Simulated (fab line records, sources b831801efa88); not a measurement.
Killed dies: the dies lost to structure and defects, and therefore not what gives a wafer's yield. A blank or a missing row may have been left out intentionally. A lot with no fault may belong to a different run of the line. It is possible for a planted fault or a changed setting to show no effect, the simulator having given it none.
2 desks, one fault ; flow gf180mcu ; each desk has only its own numbers; what lay behind them comes last

THE TOOL OWNER'S DESK: rtp anneal-02
Per lot that ran on this tool, the mean of the sampled wafers carrying a number, from the tool's own readings at GF_PSD_RTA_13 (time 20 s). If a lot's mean is further than 4 standard deviations from the usual mean, the lot is out of limits and carries the mark OUT (the distance appears in the brackets).
Columns: A = lamp power pct at GF_PSD_RTA_13, usual 37.7 %; B = run length s at GF_PSD_RTA_13, usual 48.86 s; C = wafer_temp_C_max at GF_PSD_RTA_13, usual 1030.2
lot;first seen here;A;B;C
L196;day 14 04:54;38.5;49.03;1031.2
L201;day 15 21:48;38.6;48.96;1031.1
L202;day 16 11:44;38.5;48.94;1030.2
L207;day 18 01:53;38.5;65.52 (+62) OUT;1029.9
L208;day 18 12:12;38.5;65.62 (+62) OUT;1029.7
L219;day 21 20:15;38.6;49.07;1030.9
This desk finds L207, L208 out of limits, L207 being first, at day 18 01:53 (run length s at GF_PSD_RTA_13). In limits: L196, L201, L202, L219.

AT THE METROLOGY DESK
Means of the sampled wafers that have a number, per lot and without regard to the tool the lot ran on: this is what the gauges read. If a lot's mean is further than 4 standard deviations from the usual mean, the lot is out of limits and carries the mark OUT (the distance appears in the brackets).
Columns: A = POLY_GATE_OXIDATION_THK at GF_POLY_GATE_THK_MEAS_17, usual 4.02 nm; B = NSD_RS at GF_PSD_RS_MEAS_14, usual 46.18 ohm/sq; C = PSD_RS at GF_PSD_RS_MEAS_15, usual 108.76 ohm/sq; D = SAB_CVD_00_THK at GF_SAB_THK_MEAS_01, usual 50.0 nm
lot;first seen here;A;B;C;D
L196;day 9 10:45;4.02;46.27;108.90;49.7
L197;day 9 16:07;3.90;46.13;108.55;50.7
L198;day 9 17:43;4.12;46.24;108.74;50.2
L199;day 10 05:34;4.04;46.19;108.99;49.6
L200;day 10 10:53;3.96;46.19;108.75;50.5
L201;day 10 18:56;3.95;46.18;109.13;50.4
L202;day 11 07:23;4.16;46.15;108.79;48.8
L207;day 12 11:58;3.99;43.06 (-43) OUT;102.94 (-22) OUT;49.8
L208;day 12 21:01;4.04;42.96 (-45) OUT;-;-
L210;day 13 07:14;4.01;46.06;108.59;49.6
L216;day 14 22:47;4.05;46.37;109.00;50.0
L218;day 15 13:11;4.10;46.12;108.69;50.6
L219;day 15 17:13;3.97;46.18;108.82;50.5
This desk reports L207, L208 out of limits; the earliest was L207 at day 18 01:59 (NSD_RS at GF_PSD_RS_MEAS_14). In limits: L196, L197, L198, L199, L200, L201, L202, L210, L216, L218, L219.

BROUGHT TOGETHER
The tool owner's desk could have raised an alarm at day 18 01:53, on L207, L208.
At day 18 01:59 the metrology desk could have sounded an alarm, on L207, L208.
GF_PSD_RTA_13 was run on rtp anneal-02 by each of the lots named.

WHAT THE SIMULATOR PUT IN
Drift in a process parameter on rtp anneal-02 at GF_PSD_RTA_13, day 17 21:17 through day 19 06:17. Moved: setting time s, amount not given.
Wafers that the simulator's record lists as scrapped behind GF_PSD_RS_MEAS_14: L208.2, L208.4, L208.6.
Shown lots that were struck: L207, L208.
Hours from the fault's start to each desk's first reading out of limits: the tool owner's desk, 5; the metrology desk, 5.
